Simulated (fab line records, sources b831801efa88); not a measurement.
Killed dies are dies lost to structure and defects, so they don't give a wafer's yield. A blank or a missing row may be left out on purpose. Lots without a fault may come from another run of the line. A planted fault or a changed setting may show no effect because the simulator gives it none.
fab line records | flow sky130
record lots=12 wafers=35 last_day=50
route steps=708 shown FIELD_ISO@2 NWELL@76 LDD_LDN@302 RES_XHIGH@340
lots that met no fault: from a run of the same line without faults
start_h: hours from the record's first day to the start of the lot's first wafer shown | wait_h: hours since the lot's step before | " the same as in the row above | L1.1+2: a row that stands for several wafers | - no value, or no start given | * or withheld: withheld | < > ~ a bound
route shown NAME@n: a module of which the file shows steps, and the number in the route of the first | usual: mean/standard deviation of fault-free wafers | same: alike in all rows | chamber/n: place in a boat | sites: the reading at each site | _std_site: their standard deviation | _edge_site: outer sites' mean less inner sites' | radius_mm: how far each site lies from the wafer's centre | mask NAME#n: copy n | behind: the tool/chamber that last shaped the wafer | hold: why the lot was held/for how many hours/how that ended | device: the transistor (n, p or np) that didn't switch | end of line: the same wafers' tests at the end of the route | a step without rows: its recipe alone | killed: dies lost to structure and defects at the first sort, not the wafer's yield | map: a wafer's dies, x killed, . not, _ none there
set.NAME: the setting as run; set.NAME@STEP: as run at that earlier step | model.NAME: the simulator's own value behind a step, which no gauge read
steps of the route over a sample of lots; a table a step, a row a wafer
services: from which hour (start_h, from the record's first day; less than 0 if before it) a tool's chamber was out of use, for how many hours, and why
## steps
# step SKY_FIELD_ISO_OXIDATION_01
# recipe temp_c=900 ambient=O2 stabilise_s=600 purge_s=300 target_thk_a=120 ox_time_s=1843
# usual ox_temp_c=900.0/0.47 spike_tc_upper_C=899.0/1.1 zone_power_bottom_pct=26.4/1.6
# columns lot.wafer tool chamber start_h wait_h ox_temp_c spike_tc_upper_C zone_power_bottom_pct
L164.1 furnace-01 0 10.74 0.7 899.8 900.1 24.6
L164.4 " 0 " " 899.2 898.2 24.7
L164.6 " 0 " " 900.3 897.8 24.5
L166.1 furnace-02 0 20.52 0.5 900.2 899.0 27.7
L166.2 " 0 " " 900.7 899.3 27.9
L166.6 " 0 " " 900.2 896.6 28.0
L167.3 furnace-02 0 26.04 1.0 899.6 899.1 27.9
L167.4 " 0 " " 898.9 899.7 27.7
L167.5 " 0 " " 900.2 897.9 27.8
L168.3 furnace-02 0 34.73 4.7 900.7 898.8 28.4
L168.5 " 0 " " 900.6 898.9 27.8
L168.6 " 0 " " 900.5 899.5 28.0
L179.3 furnace-01 0 85.41 0.4 899.8 898.5 24.6
L179.4 " 0 " " 900.3 898.6 24.3
L179.5 " 0 " " 899.7 899.4 24.8
L180.1 furnace-01 0 91.18 1.2 899.5 898.7 24.6
L180.4 " 0 " " 899.5 900.1 25.0
L180.6 " 0 " " 900.4 901.4 24.7
L181.3 furnace-02 0 98.31 3.2 899.7 898.3 28.1
L181.5 " 0 " " 899.8 898.2 28.3
L181.6 " 0 " " 900.3 899.2 28.1
L182.1 furnace-02 0 102.39 2.4 900.2 900.1 28.0
L182.3 " 0 " " 900.3 898.9 27.4
L182.5 " 0 " " 901.0 899.2 28.4
L184.2 furnace-02 0 110.72 0.7 900.1 899.6 27.9
L184.4 " 0 " " 900.1 898.4 27.3
L184.6 " 0 " " 899.9 898.7 28.0
L185.1 furnace-01 0 115.99 1.0 899.9 899.8 25.1
L185.2 " 0 " " 899.5 899.5 24.7
L185.4 " 0 " " 899.7 898.6 25.0
L186.1 furnace-02 0 120.12 0.1 899.7 899.0 27.5
L186.2 " 0 " " 900.0 899.7 28.1
L186.4 " 0 " " 900.4 900.2 27.5
L187.3 furnace-02 0 125.12 0.1 899.3 900.6 27.9
L187.5 " 0 " " 900.7 896.2 28.1
# step SKY_FIELD_ISO_THK_MEAS_02
# recipe reads=SiO2_of_FIELD_ISO_OXIDATION_01
# usual FIELD_ISO_OXIDATION_00_THK=12.07/0.25
# columns lot.wafer tool chamber start_h wait_h FIELD_ISO_OXIDATION_00_THK[nm]
L164.1 film_metro-04 - 12.25 0.0 12.02
L164.4 " - " " 11.85
L164.6 " - " " 11.89
L166.1 film_metro-04 - 22.03 0.0 12.28
L166.2 " - " " 12.00
L166.6 " - " " 12.32
L167.3 film_metro-02 - 27.57 0.0 10.19
L167.4 " - " " 9.99
L167.5 " - " " 9.89
L168.3 film_metro-01 - 36.26 0.0 10.58
L168.5 " - " " 10.76
L168.6 " - " " 10.66
L179.3 film_metro-04 - 86.94 0.0 11.85
L179.4 " - " " 12.39
L179.5 " - " " 12.05
L180.1 film_metro-01 - 92.69 0.0 12.05
L180.4 " - " " 12.28
L180.6 " - " " 12.09
L181.3 film_metro-01 - 99.84 0.0 12.11
L181.5 " - " " 12.50
L181.6 " - " " 12.25
L182.1 film_metro-02 - 103.90 0.0 12.13
L182.3 " - " " 12.16
L182.5 " - " " 12.02
L184.2 film_metro-04 - 112.24 0.0 11.71
L184.4 " - " " 11.71
L184.6 " - " " 11.76
L185.1 film_metro-01 - 117.50 0.0 12.08
L185.2 " - " " 12.03
L185.4 " - " " 12.04
L186.1 film_metro-02 - 121.63 0.0 12.07
L186.2 " - " " 11.87
L186.4 " - " " 11.80
L187.3 film_metro-01 - 126.65 0.0 11.86
L187.5 " - " " 11.79
# step SKY_NWELL_OVL_MEAS_23
# usual NWELL_01_OVL=1.2/1.1
# columns lot.wafer tool chamber start_h wait_h NWELL_01_OVL[nm]
L164.1 overlay-02 - 112.70 - 2.0
L164.4 " - " " 1.3
L164.6 " - " " 1.4
L166.1 overlay-02 - 120.96 - 3.6
L166.2 " - " " 2.9
L166.6 " - " " 2.0
L167.3 overlay-01 - 127.23 - 0.4
L167.4 " - " " 0.4
L167.5 " - " " 2.2
L168.3 overlay-01 - 131.01 - 1.2
L168.5 " - " " 1.6
L168.6 " - " " 0.0
L179.3 overlay-02 - 197.34 - -0.4
L179.4 " - " " -0.4
L179.5 " - " " 1.0
L180.1 overlay-02 - 201.51 - 1.5
L180.4 " - " " 0.7
L180.6 " - " " -0.4
L181.3 overlay-01 - 207.78 - 2.3
L181.5 " - " " -0.3
L181.6 " - " " 1.8
L182.1 overlay-01 - 221.00 - 0.6
L182.3 " - " " 0.4
L182.5 " - " " 1.8
L184.2 overlay-02 - 229.95 - 2.3
L184.4 " - " " 2.7
L184.6 " - " " 1.1
L185.1 overlay-02 - 234.46 - 1.0
L185.2 " - " " 2.2
L185.4 " - " " 2.5
L186.1 overlay-02 - 242.03 - 1.8
L186.2 " - " " 2.2
L186.4 " - " " 1.1
L187.3 overlay-01 - 245.51 - -0.2
L187.5 " - " " 0.3
# step SKY_LDD_LDN_TW_MEAS_13
# usual LDD_LDN_TW=1491/9.3
# columns lot.wafer tool chamber start_h wait_h LDD_LDN_TW
L164.1 film_metro-04 - 549.67 0.1 1510
L164.4 " - " " 1505
L164.6 " - " " 1512
L166.1 film_metro-04 - 557.42 0.1 1496
L166.2 " - " " 1499
L166.6 " - " " 1489
L167.3 film_metro-01 - 569.77 0.1 1500
L167.4 " - " " 1493
L167.5 " - " " 1504
L168.3 film_metro-04 - 574.97 0.1 1500
L168.5 " - " " 1494
L168.6 " - " " 1501
L179.3 film_metro-01 - 667.62 0.1 1475
L179.4 " - " " 1478
L179.5 " - " " 1474
L180.1 film_metro-02 - 668.13 0.1 1505
L180.4 " - " " 1498
L180.6 " - " " 1500
L181.3 film_metro-02 - 678.92 0.1 1497
L181.5 " - " " 1493
L181.6 " - " " 1502
L182.1 film_metro-01 - 689.80 0.1 1484
L182.3 " - " " 1482
L182.5 " - " " 1484
L184.2 film_metro-02 - 706.16 0.1 1492
L184.4 " - " " 1495
L184.6 " - " " 1482
L185.1 film_metro-01 - 709.10 0.1 1488
L185.2 " - " " 1492
L185.4 " - " " 1489
L186.1 film_metro-02 - 715.77 0.1 1483
L186.2 " - " " 1493
L186.4 " - " " 1487
L187.3 film_metro-04 - 717.34 0.1 1499
L187.5 " - " " 1498
# step SKY_RES_XHIGH_STRIP_08
# recipe chemistry=O2/N2 power_w=1400 pressure_mtorr=1500 platen_temp_c=withheld o2_flow_sccm=3000 n2_flow_sccm=300 overash_fraction=0.5
# usual drypump_motor_current_A=5.9/0.52 o2_flow_sccm=3000/8.7 oes_product_au=0.711/0.0049 strip_time_to_endpoint_s=14.29/0.039
# columns lot.wafer tool chamber start_h wait_h drypump_motor_current_A o2_flow_sccm oes_product_au rf_hours_counter_h strip_time_to_endpoint_s
L164.1 plasma_asher-04 0 638.61 0.1 5.1 2998 0.716 86 14.27
L164.4 " 0 " " 5.2 2997 0.713 - 14.33
L164.6 " 0 " " 5.2 3004 0.709 - 14.37
L166.1 plasma_asher-04 0 646.73 0.1 5.1 3003 0.707 87 14.28
L166.2 " 1 " " 6.4 3011 0.714 87 14.36
L166.6 " 0 " " 5.1 3007 0.719 - 14.32
L167.3 plasma_asher-01 1 656.26 0.1 6.1 2999 0.703 - 14.27
L167.4 " 0 " " 5.4 2987 0.707 - 14.18
L167.5 " 1 " " 6.1 3010 0.713 - 14.29
L168.3 plasma_asher-01 0 663.69 0.1 5.4 3010 0.715 - 14.28
L168.5 " 0 " " 5.4 3006 0.714 - 14.28
L168.6 " 1 " " 6.1 3006 0.700 - 14.28
L179.3 plasma_asher-04 1 750.06 0.1 6.3 2996 0.710 - 14.28
L179.4 " 0 " " 5.2 3010 0.713 - 14.30
L179.5 " 1 " " 6.3 3002 0.714 - 14.31
L180.1 plasma_asher-01 1 750.93 0.1 6.1 2986 0.706 32 14.30
L180.4 " 1 " " 6.1 2983 0.711 - 14.34
L180.6 " 0 " " 5.4 3012 0.715 - 14.29
L181.3 plasma_asher-02 1 762.71 0.1 6.5 2989 0.717 - 14.25
L181.5 " 1 " " 6.5 2993 0.714 - 14.21
L181.6 " 0 " " 6.0 3004 0.710 - 14.23
L182.1 plasma_asher-04 0 773.58 0.1 5.1 2988 0.717 99 14.26
L182.3 " 0 " " 5.1 2995 0.710 - 14.28
L182.5 " 0 " " 5.1 2996 0.709 - 14.30
L184.2 plasma_asher-02 1 790.66 0.1 6.5 2996 0.708 5 14.26
L184.4 " 1 " " 6.5 2998 0.711 - 14.29
L184.6 " 1 " " 6.5 2997 0.721 - 14.28
L185.1 plasma_asher-01 1 793.76 0.1 6.2 2981 0.711 36 14.28
L185.2 " 0 " " 5.4 2992 0.713 36 14.35
L185.4 " 1 " " 6.1 2990 0.721 - 14.31
L186.1 plasma_asher-01 0 797.98 0.1 5.4 3008 0.708 37 14.22
L186.2 " 1 " " 6.2 3017 0.707 37 14.19
L186.4 " 1 " " 6.1 3017 0.704 - 14.23
L187.3 plasma_asher-02 0 800.96 0.1 6.0 2992 0.718 - 14.28
L187.5 " 1 " " 6.5 3011 0.702 - 14.28
## services
# columns tool chamber start_h hours kind
plasma_asher-04 - 12.78 0.6 repair
furnace-01 - 25.41 13.2 pm
furnace-02 - 86.18 3.6 pm
furnace-01 - 94.65 3.9 pm
plasma_asher-01 - 95.26 4.0 repair
furnace-01 - 98.50 3.9 pm
furnace-02 - 131.63 3.2 pm
plasma_asher-01 - 177.35 10.0 pm
furnace-01 - 230.78 2.7 pm
furnace-01 - 267.55 2.5 pm
furnace-02 - 368.31 3.7 pm
furnace-01 - 377.77 2.9 pm
plasma_asher-01 - 381.87 3.7 repair
plasma_asher-01 - 421.25 9.0 pm
furnace-01 - 434.29 4.1 pm
furnace-02 - 468.54 3.8 pm
plasma_asher-04 - 502.36 1.1 repair
furnace-02 - 636.35 3.7 pm
furnace-02 - 650.47 3.8 pm
plasma_asher-01 - 653.36 1.6 repair
furnace-02 - 664.17 2.6 pm
plasma_asher-01 - 666.04 2.8 pm
plasma_asher-01 - 705.87 4.0 repair
furnace-02 - 725.55 15.4 pm
## key
first_sign step=SKY_FIELD_ISO_THK_MEAS_02 reading=FIELD_ISO_OXIDATION_00_THK direction=down sigmas=7.1 usual=12.07 struck=10.34
effect none on later readings
met_at SKY_FIELD_ISO_OXIDATION_01
struck_lots L167,L168
tester_left_out L167,L168
not_acting_at SKY_NWELL_OVL_MEAS_23,SKY_LDD_LDN_TW_MEAS_13,SKY_RES_XHIGH_STRIP_08
onset_between 20.52 26.04
fault kind=process_parameter_drift tool=furnace-02 chamber=- onset_h=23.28 steps=SKY_FIELD_ISO_OXIDATION_01 channel=ox_time_s offset=* shape=step end_h=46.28 acts_in=* stated=*
# tester_left_out: of these lots the tester's yield and bins aren't shown, on N5 and GAA mostly nor the transistor test; their killed dies are dies lost to structure and defects alone, not to doping, threshold or leakage, so they don't give the yield
